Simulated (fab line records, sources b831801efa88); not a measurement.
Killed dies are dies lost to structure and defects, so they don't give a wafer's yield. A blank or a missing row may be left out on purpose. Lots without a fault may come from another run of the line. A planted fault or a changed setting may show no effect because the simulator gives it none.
fab line records | flow sky130 | part 1 of 2: steps 1 to 26 of 36
record lots=5 wafers=15 last_day=50
route steps=708 shown LDD_P@257 LDD_HVN@267 LDD_HVP@278 LDD_LDN@289
lots that met no fault: from a run of the same line without faults
start_h: hours from the record's first day to the start of the lot's first wafer shown | wait_h: hours since the lot's step before | " the same as in the row above | L1.1+2: a row that stands for several wafers | - no value, or no start given | * or withheld: withheld | < > ~ a bound
route shown NAME@n: a module of which the file shows steps, and the number in the route of the first | usual: mean/standard deviation of fault-free wafers | same: alike in all rows | chamber/n: place in a boat | sites: the reading at each site | _std_site: their standard deviation | _edge_site: outer sites' mean less inner sites' | radius_mm: how far each site lies from the wafer's centre | mask NAME#n: copy n | behind: the tool/chamber that last shaped the wafer | hold: why the lot was held/for how many hours/how that ended | device: the transistor (n, p or np) that didn't switch | end of line: the same wafers' tests at the end of the route | a step without rows: its recipe alone | killed: dies lost to structure and defects at the first sort, not the wafer's yield | map: a wafer's dies, x killed, . not, _ none there
set.NAME: the setting as run; set.NAME@STEP: as run at that earlier step | model.NAME: the simulator's own value behind a step, which no gauge read
lots at some steps of the route; a table a step, a row a wafer
services: from which hour (start_h, from the record's first day; less than 0 if before it) a tool's chamber was out of use, for how many hours, and why
## steps
# step SKY_LDD_P_COAT_02
# recipe resist=NOVOLAK spin_rpm=3000 resist_thk_nm=1140
# usual chill_plate_temp_C=22.97/0.099
# columns lot.wafer tool chamber start_h wait_h chill_plate_temp_C
L079.2 litho_track-04 0 476.91 0.1 22.97
L079.3 " 0 " " 23.03
L079.6 " 0 " " 22.89
L081.2 litho_track-02 0 485.14 0.1 23.04
L081.5 " 0 " " 23.10
L081.6 " 0 " " 23.06
L083.3 litho_track-02 0 511.01 0.1 22.96
L083.4 " 0 " " 22.94
L083.6 " 0 " " 22.91
L084.2 litho_track-01 0 512.38 0.1 22.74
L084.4 " 0 " " 22.75
L084.5 " 0 " " 22.88
L095.1 litho_track-02 0 602.21 0.1 23.12
L095.3 " 0 " " 23.05
L095.6 " 0 " " 23.07
# step SKY_LDD_P_SOFTBAKE_03
# recipe temp_c=90 time_s=60 resist=NOVOLAK
# usual chill_plate_temp_C=22.96/0.1
# columns lot.wafer tool chamber start_h wait_h chill_plate_temp_C
L079.2 litho_track-04 0 477.06 0.1 22.85
L079.3 " 0 " " 22.95
L079.6 " 0 " " 22.86
L081.2 litho_track-02 0 485.29 0.1 22.94
L081.5 " 0 " " 22.67
L081.6 " 0 " " 22.85
L083.3 litho_track-02 0 511.16 0.1 22.89
L083.4 " 0 " " 23.05
L083.6 " 0 " " 23.01
L084.2 litho_track-01 0 512.53 0.1 22.91
L084.4 " 0 " " 22.94
L084.5 " 0 " " 23.13
L095.1 litho_track-02 0 602.36 0.1 22.82
L095.3 " 0 " " 22.87
L095.6 " 0 " " 22.98
# step SKY_LDD_P_EXPOSE_04
# recipe mask_id=PSDM na=0.6 source_shape=conventional sigma_outer=0.6 polarization=unpolarized target_cd_nm=380 dose_mj=138
# usual stage_vel_mm_s=499.95/0.28
# columns lot.wafer tool chamber start_h wait_h mask stage_vel_mm_s
L079.2 iline_stepper-02 0 - - PSDM#0 499.59
L079.3 " 0 " " PSDM#0 500.10
L079.6 " 0 " " PSDM#0 500.03
L081.2 iline_stepper-02 0 - - PSDM#0 500.34
L081.5 " 0 " " PSDM#0 500.02
L081.6 " 0 " " PSDM#0 500.02
L083.3 iline_stepper-01 0 - - PSDM#0 499.66
L083.4 " 0 " " PSDM#0 499.41
L083.6 " 0 " " PSDM#0 499.76
L084.2 iline_stepper-02 0 - - PSDM#0 499.98
L084.4 " 0 " " PSDM#0 499.58
L084.5 " 0 " " PSDM#0 500.09
L095.1 iline_stepper-02 0 - - PSDM#0 499.86
L095.3 " 0 " " PSDM#0 499.89
L095.6 " 0 " " PSDM#0 499.66
# step SKY_LDD_P_PEB_05
# recipe temp_c=withheld time_s=* resist=NOVOLAK
# usual chill_plate_temp_C=*
# columns lot.wafer tool chamber start_h wait_h chill_plate_temp_C
L079.2 litho_track-02 0 - - *
L079.3 " 0 " " *
L079.6 " 0 " " *
L081.2 litho_track-02 0 - - *
L081.5 " 0 " " *
L081.6 " 0 " " *
L083.3 litho_track-04 0 - - *
L083.4 " 0 " " *
L083.6 " 0 " " *
L084.2 litho_track-02 0 - - *
L084.4 " 0 " " *
L084.5 " 0 " " *
L095.1 litho_track-04 0 - - *
L095.3 " 0 " " *
L095.6 " 0 " " *
# step SKY_LDD_P_DEVELOP_06
# recipe resist=NOVOLAK developer=TMAH develop_time_s=60 dev_temp_c=23
# usual chill_plate_temp_C=22.99/0.098
# same develop_time_s=60
# columns lot.wafer tool chamber start_h wait_h chill_plate_temp_C
L079.2 litho_track-02 0 492.64 0.1 23.06
L079.3 " 0 " " 23.04
L079.6 " 0 " " 22.95
L081.2 litho_track-02 0 500.29 0.1 23.03
L081.5 " 0 " " 22.98
L081.6 " 0 " " 22.99
L083.3 litho_track-04 0 525.98 0.1 23.13
L083.4 " 0 " " 23.22
L083.6 " 0 " " 23.07
L084.2 litho_track-02 0 527.99 0.1 22.98
L084.4 " 0 " " 23.20
L084.5 " 0 " " 23.05
L095.1 litho_track-04 0 617.28 0.1 22.96
L095.3 " 0 " " 22.96
L095.6 " 0 " " 23.06
# step SKY_LDD_P_CD_MEAS_07
# recipe target_cd_nm=380
# usual cd_nm=380.8/2.5
# columns lot.wafer tool chamber start_h wait_h cd_nm
L079.2 cd_sem-02 - 492.78 0.1 377.0
L079.3 " - " " 377.9
L079.6 " - " " 376.0
L081.2 cd_sem-01 - 500.43 0.1 382.6
L081.5 " - " " 382.2
L081.6 " - " " 383.0
L083.3 cd_sem-01 - 526.12 0.1 380.0
L083.4 " - " " 381.3
L083.6 " - " " 383.3
L084.2 cd_sem-01 - 528.13 0.1 381.2
L084.4 " - " " 379.7
L084.5 " - " " 380.4
L095.1 cd_sem-02 - 617.43 0.1 379.9
L095.3 " - " " 381.5
L095.6 " - " " 380.7
# step SKY_LDD_P_OVL_MEAS_08
# usual LDD_P_OVL=-0.1/1.5
# columns lot.wafer tool chamber start_h wait_h LDD_P_OVL[nm]
L079.2 overlay-01 - 492.89 0.1 3.5
L079.3 " - " " 3.8
L079.6 " - " " 3.5
L081.2 overlay-01 - 500.54 0.1 2.2
L081.5 " - " " 1.3
L081.6 " - " " 2.2
L083.3 overlay-02 - 526.21 0.1 -0.4
L083.4 " - " " 0.3
L083.6 " - " " -1.0
L084.2 overlay-02 - 528.24 0.1 0.3
L084.4 " - " " -1.7
L084.5 " - " " -0.8
L095.1 overlay-02 - 617.55 0.1 1.2
L095.3 " - " " -0.6
L095.6 " - " " 0.0
# step SKY_LDD_P_IMPLANT_09
# recipe species=BF2 energy_kev=25 dose_cm2=1e+13 tilt_deg=withheld
# columns lot.wafer tool chamber start_h wait_h
L079.2+3+6 implanter-03 0 492.94 0.0
L081.2+5+6 implanter-03 0 500.59 0.0
L083.3+4+6 implanter-03 0 526.29 0.1
L084.2+4+5 implanter-02 0 528.29 0.0
L095.1+3+6 implanter-04 0 617.59 0.0
# step SKY_LDD_P_STRIP_10
# recipe chemistry=O2/N2 power_w=1400 pressure_mtorr=1500 platen_temp_c=withheld o2_flow_sccm=3000 n2_flow_sccm=300 overash_fraction=0.5
# usual drypump_motor_current_A=5.7/0.59 oes_product_au=0.716/0.0043 strip_time_to_endpoint_s=14.17/0.039
# columns lot.wafer tool chamber start_h wait_h drypump_motor_current_A oes_product_au rf_hours_counter_h strip_time_to_endpoint_s
L079.2 plasma_asher-01 0 493.07 0.1 5.3 0.712 5 14.13
L079.3 " 0 " " 5.2 0.720 - 14.14
L079.6 " 0 " " 5.3 0.719 - 14.15
L081.2 plasma_asher-03 0 500.72 0.1 5.9 0.716 43 14.14
L081.5 " 1 " " 6.7 0.713 - 14.14
L081.6 " 0 " " 5.9 0.713 - 14.15
L083.3 plasma_asher-03 1 526.42 0.1 6.7 0.713 - 14.18
L083.4 " 0 " " 5.9 0.721 - 14.17
L083.6 " 1 " " 6.8 0.713 - 14.15
L084.2 plasma_asher-01 1 528.42 0.1 5.3 0.715 8 14.14
L084.4 " 1 " " 5.3 0.714 - 14.14
L084.5 " 1 " " 5.3 0.714 - 14.13
L095.1 plasma_asher-01 1 617.74 0.1 5.3 0.713 16 14.13
L095.3 " 1 " " 5.3 0.726 - 14.13
L095.6 " 1 " " 5.3 0.713 - 14.15
# step SKY_LDD_P_TW_MEAS_11
# usual LDD_P_TW=636/5.6
# columns lot.wafer tool chamber start_h wait_h LDD_P_TW
L079.2 film_metro-04 - 493.18 0.1 644
L079.3 " - " " 641
L079.6 " - " " 644
L081.2 film_metro-02 - 500.83 0.1 632
L081.5 " - " " 633
L081.6 " - " " 633
L083.3 film_metro-04 - 526.51 0.1 640
L083.4 " - " " 640
L083.6 " - " " 640
L084.2 film_metro-02 - 528.53 0.1 629
L084.4 " - " " 629
L084.5 " - " " 629
L095.1 film_metro-03 - 617.84 0.1 636
L095.3 " - " " 638
L095.6 " - " " 641
# step SKY_LDD_HVN_DEHYDRATE_00
# recipe temp_c=200 time_s=60
# usual chill_plate_temp_C=23.00/0.094
# columns lot.wafer tool chamber start_h wait_h chill_plate_temp_C
L079.2 litho_track-01 0 506.78 13.6 23.15
L079.3 " 0 " " 23.18
L079.6 " 0 " " 22.89
L081.2 litho_track-04 0 515.01 14.2 23.16
L081.5 " 0 " " 23.01
L081.6 " 0 " " 23.10
L083.3 litho_track-01 0 540.26 13.7 22.86
L083.4 " 0 " " 22.91
L083.6 " 0 " " 22.93
L084.2 litho_track-04 0 542.56 14.0 23.15
L084.4 " 0 " " 23.12
L084.5 " 0 " " 23.13
L095.1 litho_track-01 0 631.06 13.2 22.74
L095.3 " 0 " " 23.06
L095.6 " 0 " " 22.90
# step SKY_LDD_HVN_HMDS_01
# recipe prime_time_s=60 prime_temp_c=120
# usual chill_plate_temp_C=23.02/0.11
# columns lot.wafer tool chamber start_h wait_h chill_plate_temp_C
L079.2 litho_track-01 0 506.93 0.1 23.01
L079.3 " 0 " " 23.00
L079.6 " 0 " " 23.07
L081.2 litho_track-04 0 515.16 0.1 23.01
L081.5 " 0 " " 23.00
L081.6 " 0 " " 23.06
L083.3 litho_track-01 0 540.41 0.1 23.07
L083.4 " 0 " " 23.11
L083.6 " 0 " " 23.00
L084.2 litho_track-04 0 542.71 0.1 22.92
L084.4 " 0 " " 22.98
L084.5 " 0 " " 22.90
L095.1 litho_track-01 0 631.21 0.1 22.97
L095.3 " 0 " " 23.06
L095.6 " 0 " " 22.99
# step SKY_LDD_HVN_COAT_02
# recipe resist=NOVOLAK spin_rpm=3000 resist_thk_nm=300
# usual chill_plate_temp_C=22.99/0.1
# columns lot.wafer tool chamber start_h wait_h chill_plate_temp_C
L079.2 litho_track-01 0 507.08 0.1 23.05
L079.3 " 0 " " 22.90
L079.6 " 0 " " 22.80
L081.2 litho_track-04 0 515.31 0.1 22.89
L081.5 " 0 " " 22.97
L081.6 " 0 " " 22.87
L083.3 litho_track-01 0 540.56 0.1 23.08
L083.4 " 0 " " 23.05
L083.6 " 0 " " 23.04
L084.2 litho_track-04 0 542.86 0.1 23.04
L084.4 " 0 " " 22.92
L084.5 " 0 " " 22.91
L095.1 litho_track-01 0 631.36 0.1 22.98
L095.3 " 0 " " 23.02
L095.6 " 0 " " 22.99
# step SKY_LDD_HVN_SOFTBAKE_03
# recipe temp_c=90 time_s=60 resist=NOVOLAK
# usual chill_plate_temp_C=22.98/0.1
# columns lot.wafer tool chamber start_h wait_h chill_plate_temp_C
L079.2 litho_track-01 0 507.23 0.1 23.05
L079.3 " 0 " " 22.94
L079.6 " 0 " " 23.12
L081.2 litho_track-04 0 515.46 0.1 22.85
L081.5 " 0 " " 23.02
L081.6 " 0 " " 22.84
L083.3 litho_track-01 0 540.71 0.1 23.06
L083.4 " 0 " " 22.93
L083.6 " 0 " " 22.83
L084.2 litho_track-04 0 543.01 0.1 22.98
L084.4 " 0 " " 23.02
L084.5 " 0 " " 22.90
L095.1 litho_track-01 0 631.51 0.1 23.00
L095.3 " 0 " " 22.84
L095.6 " 0 " " 22.90
# step SKY_LDD_HVN_EXPOSE_04
# recipe mask_id=HVNTM na=0.6 source_shape=conventional sigma_outer=0.6 polarization=unpolarized target_cd_nm=700 dose_mj=127
# usual stage_vel_mm_s=500.02/0.26
# columns lot.wafer tool chamber start_h wait_h mask stage_vel_mm_s
L079.2 iline_stepper-01 0 - - HVNTM#0 500.01
L079.3 " 0 " " HVNTM#0 500.29
L079.6 " 0 " " HVNTM#0 499.81
L081.2 iline_stepper-01 0 - - HVNTM#0 499.61
L081.5 " 0 " " HVNTM#0 499.89
L081.6 " 0 " " HVNTM#0 499.97
L083.3 iline_stepper-02 0 - - HVNTM#0 500.43
L083.4 " 0 " " HVNTM#0 500.09
L083.6 " 0 " " HVNTM#0 500.40
L084.2 iline_stepper-02 0 - - HVNTM#0 499.72
L084.4 " 0 " " HVNTM#0 499.77
L084.5 " 0 " " HVNTM#0 500.23
L095.1 iline_stepper-02 0 - - HVNTM#0 499.98
L095.3 " 0 " " HVNTM#0 499.94
L095.6 " 0 " " HVNTM#0 499.90
# step SKY_LDD_HVN_PEB_05
# recipe temp_c=withheld time_s=* resist=NOVOLAK
# usual chill_plate_temp_C=*
# columns lot.wafer tool chamber start_h wait_h chill_plate_temp_C
L079.2 litho_track-01 0 - - *
L079.3 " 0 " " *
L079.6 " 0 " " *
L081.2 litho_track-04 0 - - *
L081.5 " 0 " " *
L081.6 " 0 " " *
L083.3 litho_track-03 0 - - *
L083.4 " 0 " " *
L083.6 " 0 " " *
L084.2 litho_track-04 0 - - *
L084.4 " 0 " " *
L084.5 " 0 " " *
L095.1 litho_track-01 0 - - *
L095.3 " 0 " " *
L095.6 " 0 " " *
# step SKY_LDD_HVN_DEVELOP_06
# recipe resist=NOVOLAK developer=TMAH develop_time_s=60 dev_temp_c=23
# usual chill_plate_temp_C=23.00/0.1
# same develop_time_s=60
# columns lot.wafer tool chamber start_h wait_h chill_plate_temp_C
L079.2 litho_track-01 0 522.18 0.1 22.99
L079.3 " 0 " " 23.02
L079.6 " 0 " " 22.85
L081.2 litho_track-04 0 530.71 0.1 22.95
L081.5 " 0 " " 22.89
L081.6 " 0 " " 22.92
L083.3 litho_track-03 0 555.93 0.1 22.94
L083.4 " 0 " " 22.87
L083.6 " 0 " " 22.88
L084.2 litho_track-04 0 557.81 0.1 23.10
L084.4 " 0 " " 22.94
L084.5 " 0 " " 23.00
L095.1 litho_track-01 0 645.51 0.1 23.01
L095.3 " 0 " " 22.99
L095.6 " 0 " " 22.97
# step SKY_LDD_HVN_OVL_MEAS_07
# usual LDD_HVN_OVL=-0.5/1.7
# columns lot.wafer tool chamber start_h wait_h LDD_HVN_OVL[nm]
L079.2 overlay-02 - 522.31 0.1 -0.4
L079.3 " - " " 1.3
L079.6 " - " " 0.3
L081.2 overlay-01 - 530.84 0.1 -0.5
L081.5 " - " " 0.4
L081.6 " - " " -1.4
L083.3 overlay-02 - 556.04 0.1 -1.6
L083.4 " - " " -1.8
L083.6 " - " " -1.5
L084.2 overlay-02 - 557.94 0.1 -2.9
L084.4 " - " " -3.1
L084.5 " - " " -2.1
L095.1 overlay-02 - 645.66 0.1 -2.8
L095.3 " - " " -3.2
L095.6 " - " " -1.3
# step SKY_LDD_HVN_IMPLANT_08
# recipe species=P energy_kev=60 dose_cm2=3e+13 tilt_deg=40
# columns lot.wafer tool chamber start_h wait_h
L079.2+3+6 implanter-03 0 522.37 0.0
L081.2+5+6 implanter-01 0 530.89 0.0
L083.3+4+6 implanter-01 0 556.12 0.1
L084.2+4+5 implanter-04 0 557.99 0.0
L095.1+3+6 implanter-03 0 645.69 0.0
# step SKY_LDD_HVN_STRIP_09
# recipe chemistry=O2/N2 power_w=1400 pressure_mtorr=1500 platen_temp_c=withheld o2_flow_sccm=3000 n2_flow_sccm=300 overash_fraction=0.5
# usual drypump_motor_current_A=5.33/0.19 oes_product_au=0.408/0.005 strip_time_to_endpoint_s=4.134/0.014
# columns lot.wafer tool chamber start_h wait_h drypump_motor_current_A oes_product_au rf_hours_counter_h strip_time_to_endpoint_s
L079.2 plasma_asher-04 0 522.49 0.1 5.22 0.402 63 4.120
L079.3 " 1 " " 5.13 0.406 - 4.123
L079.6 " 0 " " 5.21 0.403 - 4.119
L081.2 plasma_asher-04 1 531.02 0.1 5.16 0.416 63 4.146
L081.5 " 1 " " 5.20 0.413 - 4.138
L081.6 " 0 " " 5.21 0.408 - 4.149
L083.3 plasma_asher-01 1 556.25 0.1 5.31 0.405 - 4.139
L083.4 " 0 " " 5.27 0.404 - 4.141
L083.6 " 1 " " 5.33 0.414 - 4.132
L084.2 plasma_asher-04 1 558.12 0.1 5.15 0.404 66 4.150
L084.4 " 0 " " 5.20 0.408 - 4.145
L084.5 " 0 " " 5.21 0.410 - 4.152
L095.1 plasma_asher-04 0 645.84 0.1 5.24 0.416 75 4.113
L095.3 " 0 " " 5.24 0.409 - 4.131
L095.6 " 1 " " 5.17 0.412 - 4.138
# step SKY_LDD_HVN_TW_MEAS_10
# usual LDD_HVN_TW=1433/11
# columns lot.wafer tool chamber start_h wait_h LDD_HVN_TW
L079.2 film_metro-02 - 522.60 0.1 1425
L079.3 " - " " 1417
L079.6 " - " " 1423
L081.2 film_metro-02 - 531.13 0.1 1429
L081.5 " - " " 1434
L081.6 " - " " 1417
L083.3 film_metro-02 - 556.34 0.1 1406
L083.4 " - " " 1414
L083.6 " - " " 1419
L084.2 film_metro-03 - 558.23 0.1 1442
L084.4 " - " " 1445
L084.5 " - " " 1439
L095.1 film_metro-01 - 645.94 0.1 1435
L095.3 " - " " 1438
L095.6 " - " " 1440
# step SKY_LDD_HVP_DEHYDRATE_00
# recipe temp_c=200 time_s=60
# usual chill_plate_temp_C=23.01/0.11
# columns lot.wafer tool chamber start_h wait_h chill_plate_temp_C
L079.2 litho_track-03 0 536.65 14.0 22.97
L079.3 " 0 " " 23.02
L079.6 " 0 " " 22.99
L081.2 litho_track-03 0 544.85 13.7 23.12
L081.5 " 0 " " 23.02
L081.6 " 0 " " 23.08
L083.3 litho_track-03 0 569.68 13.3 23.05
L083.4 " 0 " " 23.05
L083.6 " 0 " " 22.99
L084.2 litho_track-03 0 571.15 12.9 22.97
L084.4 " 0 " " 22.85
L084.5 " 0 " " 23.06
L095.1 litho_track-03 0 659.98 14.0 22.81
L095.3 " 0 " " 23.07
L095.6 " 0 " " 23.04
# step SKY_LDD_HVP_HMDS_01
# recipe prime_time_s=60 prime_temp_c=120
# usual chill_plate_temp_C=22.99/0.12
# columns lot.wafer tool chamber start_h wait_h chill_plate_temp_C
L079.2 litho_track-03 0 536.80 0.1 22.85
L079.3 " 0 " " 22.89
L079.6 " 0 " " 22.91
L081.2 litho_track-03 0 545.00 0.1 22.77
L081.5 " 0 " " 22.95
L081.6 " 0 " " 22.89
L083.3 litho_track-03 0 569.83 0.1 22.90
L083.4 " 0 " " 23.14
L083.6 " 0 " " 23.03
L084.2 litho_track-03 0 571.30 0.1 23.07
L084.4 " 0 " " 22.97
L084.5 " 0 " " 23.10
L095.1 litho_track-03 0 660.13 0.1 23.06
L095.3 " 0 " " 23.12
L095.6 " 0 " " 23.08
# step SKY_LDD_HVP_COAT_02
# recipe resist=NOVOLAK spin_rpm=3000 resist_thk_nm=300
# usual chill_plate_temp_C=23.01/0.11
# columns lot.wafer tool chamber start_h wait_h chill_plate_temp_C
L079.2 litho_track-03 0 536.95 0.1 22.87
L079.3 " 0 " " 22.95
L079.6 " 0 " " 22.93
L081.2 litho_track-03 0 545.15 0.1 22.97
L081.5 " 0 " " 23.04
L081.6 " 0 " " 23.03
L083.3 litho_track-03 0 569.98 0.1 22.95
L083.4 " 0 " " 23.05
L083.6 " 0 " " 23.03
L084.2 litho_track-03 0 571.45 0.1 23.06
L084.4 " 0 " " 22.96
L084.5 " 0 " " 22.83
L095.1 litho_track-03 0 660.28 0.1 22.96
L095.3 " 0 " " 22.93
L095.6 " 0 " " 22.94
# step SKY_LDD_HVP_SOFTBAKE_03
# recipe temp_c=90 time_s=60 resist=NOVOLAK
# usual chill_plate_temp_C=22.98/0.1
# columns lot.wafer tool chamber start_h wait_h chill_plate_temp_C
L079.2 litho_track-03 0 537.10 0.1 23.13
L079.3 " 0 " " 22.84
L079.6 " 0 " " 22.99
L081.2 litho_track-03 0 545.30 0.1 22.99
L081.5 " 0 " " 23.04
L081.6 " 0 " " 22.86
L083.3 litho_track-03 0 570.13 0.1 22.98
L083.4 " 0 " " 23.07
L083.6 " 0 " " 23.11
L084.2 litho_track-03 0 571.60 0.1 23.05
L084.4 " 0 " " 23.10
L084.5 " 0 " " 22.99
L095.1 litho_track-03 0 660.43 0.1 22.93
L095.3 " 0 " " 22.91
L095.6 " 0 " " 23.05
# step SKY_LDD_HVP_EXPOSE_04
# recipe mask_id=HVPTM na=0.6 source_shape=conventional sigma_outer=0.6 polarization=unpolarized target_cd_nm=700 dose_mj=86
# usual stage_vel_mm_s=500.00/0.27
# columns lot.wafer tool chamber start_h wait_h mask stage_vel_mm_s
L079.2 iline_stepper-02 0 - - HVPTM#0 500.25
L079.3 " 0 " " HVPTM#0 500.28
L079.6 " 0 " " HVPTM#0 499.71
L081.2 iline_stepper-01 0 - - HVPTM#0 499.55
L081.5 " 0 " " HVPTM#0 499.50
L081.6 " 0 " " HVPTM#0 499.71
L083.3 iline_stepper-01 0 - - HVPTM#0 499.58
L083.4 " 0 " " HVPTM#0 499.77
L083.6 " 0 " " HVPTM#0 499.41
L084.2 iline_stepper-01 0 - - HVPTM#0 500.23
L084.4 " 0 " " HVPTM#0 500.31
L084.5 " 0 " " HVPTM#0 500.10
L095.1 iline_stepper-01 0 - - HVPTM#0 499.82
L095.3 " 0 " " HVPTM#0 500.38
L095.6 " 0 " " HVPTM#0 499.87
